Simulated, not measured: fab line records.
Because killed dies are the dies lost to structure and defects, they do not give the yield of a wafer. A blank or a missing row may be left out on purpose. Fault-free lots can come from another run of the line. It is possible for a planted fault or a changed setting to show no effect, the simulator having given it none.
Split-lot study -- flow sky130 -- on a route of 708 steps: 5 lots, 23 wafers read

SPLIT DETAILS
At SKY_METAL2_SPUTTER_00 (material Ti, target thk 15 nm, time 10 s), the setting power_w was moved away from the recipe's 3000 W on 10 of the 23 wafers read, by -10.5% to +4.3%. The other wafers ran this setting at the recipe's value.

The reading comes from the split's own step.

THE READING
Ti_of_METAL2_SPUTTER_00.thk_nm (the simulator's own value, which no gauge read), in nm, at SKY_METAL2_SPUTTER_00 (material Ti, target thk 15 nm, time 10 s). The file does not state a usual value for it. Across the 13 wafers here that went through the recipe, the average is 15.06 nm and the standard deviation 0.23 nm.

wafer,"tool, chamber at the split","power_w as run, W",against the recipe,"Ti_of_METAL2_SPUTTER_00.thk_nm, nm",against lot-mates on the recipe
L076.1,"pvd_sputter-02, -",3000,recipe,14.77,-
L076.2,"pvd_sputter-02, -",3000,recipe,15.17,-
L076.3,"pvd_sputter-02, -",2897,-3.4%,14.64,-0.39
L076.5,"pvd_sputter-02, -",2897,-3.4%,14.44,-0.59
L076.6,"pvd_sputter-02, -",3000,recipe,15.14,-
L080.1,"pvd_sputter-02, -",3000,recipe,14.76,-
L080.3,"pvd_sputter-02, -",2870,-4.3%,14.26,-0.55
L080.4,"pvd_sputter-02, -",2870,-4.3%,14.36,-0.45
L080.5,"pvd_sputter-02, -",3000,recipe,14.86,-
L080.6,"pvd_sputter-02, -",2870,-4.3%,14.37,-0.44
L082.1,"pvd_sputter-04, -",3000,recipe,15.49,-
L082.2,"pvd_sputter-04, -",2686,-10.5%,13.83,-1.62
L082.3,"pvd_sputter-04, -",3000,recipe,15.4,-
L082.5,"pvd_sputter-04, -",2686,-10.5%,13.85,-1.60
L082.6,"pvd_sputter-04, -",2686,-10.5%,13.8,-1.64
L083.4,"pvd_sputter-04, -",3000,recipe,15.19,-
L083.5,"pvd_sputter-04, -",3000,recipe,15.09,-
L083.6,"pvd_sputter-04, -",3000,recipe,15.23,-
L085.2,"pvd_sputter-02, -",3129,+4.3%,15.68,+0.77
L085.3,"pvd_sputter-02, -",3000,recipe,14.85,-
L085.4,"pvd_sputter-02, -",3129,+4.3%,15.49,+0.58
L085.5,"pvd_sputter-02, -",3000,recipe,15.04,-
L085.6,"pvd_sputter-02, -",3000,recipe,14.83,-

THE FIT
A straight line over all 23 wafers: Ti_of_METAL2_SPUTTER_00.thk_nm changes by +0.124 nm for each +1% of power_w; r = +0.93; the points scatter about the line by 0.2 nm.
The same after taking each lot's own level away (the mean of its wafers on the recipe; 23 wafers): +0.151 nm for each +1%; r = +0.98; scatter 0.12 nm.
The reading moves by 1.6 nm for the largest change in power_w, on that fit.
Measured against the standard deviation above, the lots' own levels, which go from 14.810 to 15.445 nm, span 2.8 times it.
Thus the slope moves with the lot-to-lot level: the two fits are different.
Check: -1.54 nm against its lot-mates is what the line predicts for one of the wafers moved furthest among these (-10.5%) when that wafer is left out of the fit. Against them it came out at -1.62 nm.

THE OTHER SPLITS THESE WAFERS WENT THROUGH
Before the reading, these wafers also passed through other splits. Each is held against what the fit with the lots' levels taken away leaves over:
other split on the same wafers,wafers away from the commonest value,r with Ti_of_METAL2_SPUTTER_00.thk_nm (lot level and that fit taken away)
SKY_LOCAL_INTERCONNECT_ETCH_13 pressure_mtorr,15,+0.13
SKY_CONTACT_HDPCVD_02 sih4_flow_sccm,6,-0.06
SKY_CONTACT_COAT_08 spin_rpm,9,+0.16
SKY_CONTACT_DEVELOP_13 develop_time_s,9,-0.30
SKY_CONTACT_CMP_27 t_overpolish_s,4,+0.35
SKY_METAL1_ETCH_18 time_s,5,-0.22
SKY_VIA1_CMP_02 leave_above_ref_nm,7,+0.10
SKY_VIA1_SOFTBAKE_08 temp_c,10,+0.02
SKY_VIA1_SPUTTER_20 chamber_pressure_pa,18,-0.03

FILE'S OWN FIT
Ti_of_METAL2_SPUTTER_00.thk_nm changes by +0.149 nm for each +1% of power_w, r = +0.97.
